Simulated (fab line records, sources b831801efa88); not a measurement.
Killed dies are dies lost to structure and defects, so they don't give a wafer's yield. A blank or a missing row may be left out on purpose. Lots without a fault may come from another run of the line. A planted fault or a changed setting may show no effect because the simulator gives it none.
A struck lot beside a sound one | flow sky130 | 17 steps out of a route of 708
Sound: wafers L263.1, L263.5, L263.6. Struck: wafers L277.1, L277.2, L277.3. The cause comes at the end.
At each step with rows: each side's tool, then ch and its chambers, then its first start. Under that, the readings that differ: sound wafers | struck wafers | difference of the means | sigmas: that difference in standard deviations of wafers without a fault.
alike: readings whose means differ by less than 2 such deviations, and words and numbers that are the same on both sides. not compared: withheld readings, readings that some wafer has no value for, bounds like >300 that may hide the same value, and numbers for which the record gives no deviation and whose values overlap.
The two part at a step that has a row with sigmas, a row that says differs or no value, or rows on one side only. Numbers that don't overlap but have no deviation are shown without sigmas and don't part them. A reading that every wafer of one side lacks parts them only if that side has two wafers or more.

SKY_VT_ADJUST_LVTN_OVL_MEAS_07:
  sound on overlay-01, day 7 15:15; struck on overlay-02, day 10 21:18
  alike: VT_ADJUST_LVTN_OVL
then, 1 step without rows for these wafers: SKY_VT_ADJUST_LVTN_IMPLANT_08.
SKY_VT_ADJUST_LVTN_STRIP_09: strips in O2/N2.
  sound on plasma_asher-01 ch 0,1, day 7 15:26; struck on plasma_asher-02 ch 0,1, day 10 21:29
  alike: drypump_motor_current_A, oes_product_au, strip_time_to_endpoint_s
  not compared: rf_hours_counter_h
SKY_VT_ADJUST_LVTN_TW_MEAS_10:
  sound on film_metro-02, day 7 15:32; struck on film_metro-01, day 10 21:35
  alike: VT_ADJUST_LVTN_TW
then, 7 steps without rows for these wafers: SKY_VT_ADJUST_LVTN_DEHYDRATE_11 (time 60 s); SKY_VT_ADJUST_LVTN_HMDS_12 (prime time 60 s); SKY_VT_ADJUST_LVTN_COAT_13 (resist thk 1140 nm); SKY_VT_ADJUST_LVTN_SOFTBAKE_14 (time 60 s); SKY_VT_ADJUST_LVTN_EXPOSE_15 (exposes mask HVN STD DERIVED, target cd 600 nm); SKY_VT_ADJUST_LVTN_PEB_16; SKY_VT_ADJUST_LVTN_DEVELOP_17 (develop time 60 s).
SKY_VT_ADJUST_LVTN_OVL_MEAS_18:
  sound on overlay-02, day 8 11:24; struck on overlay-02, day 11 20:42
  alike: VT_ADJUST_LVTN_01_OVL
SKY_VT_ADJUST_LVTN_IMPLANT_19:
  sound on implanter-02 ch 0, day 8 11:26; struck on implanter-02 ch 0, day 11 20:44
  alike: beam_on_s
SKY_VT_ADJUST_LVTN_STRIP_20: strips in O2/N2.
  sound on plasma_asher-02 ch 0,1, day 8 11:35; struck on plasma_asher-01 ch 0,1, day 11 20:53
  alike: drypump_motor_current_A, oes_product_au, strip_time_to_endpoint_s
  not compared: rf_hours_counter_h
SKY_VT_ADJUST_LVTN_TW_MEAS_21:
  sound on film_metro-04, day 8 11:41; struck on film_metro-04, day 11 20:59
  reading             | sound             | struck            | difference | sigmas
  VT_ADJUST_LVTN_2_TW | 186.1 187.1 186.2 | 177.1 176.5 178.2 | -9.2       | -7
then, 1 step without rows for these wafers: SKY_VT_ADJUST_NCORE_DEHYDRATE_00 (time 60 s).
-- the record jumps here: 37 days lie between the struck wafers' starts before and after (it left off in module VT_ADJUST_NCORE and takes up again in module PAD_OPEN, whose first step shown is number 708 of the route) --
SKY_PAD_OPEN_PROBE_99:
  sound on prober-02, day 46 14:43; struck on prober-02, day 49 07:23
  reading                              | sound             | struck            | difference | sigmas
  model.etest.tip_n_5v.rs_ohm_sq_range | 26.01 28.92 19.86 | 37.43 30.81 49.82 | +14.42     |
  alike: killed_at_M0_to_M3, killed_at_M4_up, killed_at_contacts, killed_at_front_end, killed_at_other, killed_dies, killed_open, killed_short
  not compared: model.etest.res_pwell_under_gate.rs_ohm_sq, model.etest.res_pwell_under_gate.rs_ohm_sq_range, model.etest.nfet_16v.body_rise_v, model.etest.nfet_g5v0d10v5.body_rise_v, model.etest.nfet_g5v0d10v5.vt_sat_v, model.etest.nfet_g5v0d10v5.vt_v, model.etest.nfet_16v.vt_v

WHERE THEY PART
Only at SKY_VT_ADJUST_LVTN_TW_MEAS_21, within this record. Later steps at which nothing parts them and some readings are alike: SKY_PAD_OPEN_PROBE_99.

WHY: what the simulator had put in
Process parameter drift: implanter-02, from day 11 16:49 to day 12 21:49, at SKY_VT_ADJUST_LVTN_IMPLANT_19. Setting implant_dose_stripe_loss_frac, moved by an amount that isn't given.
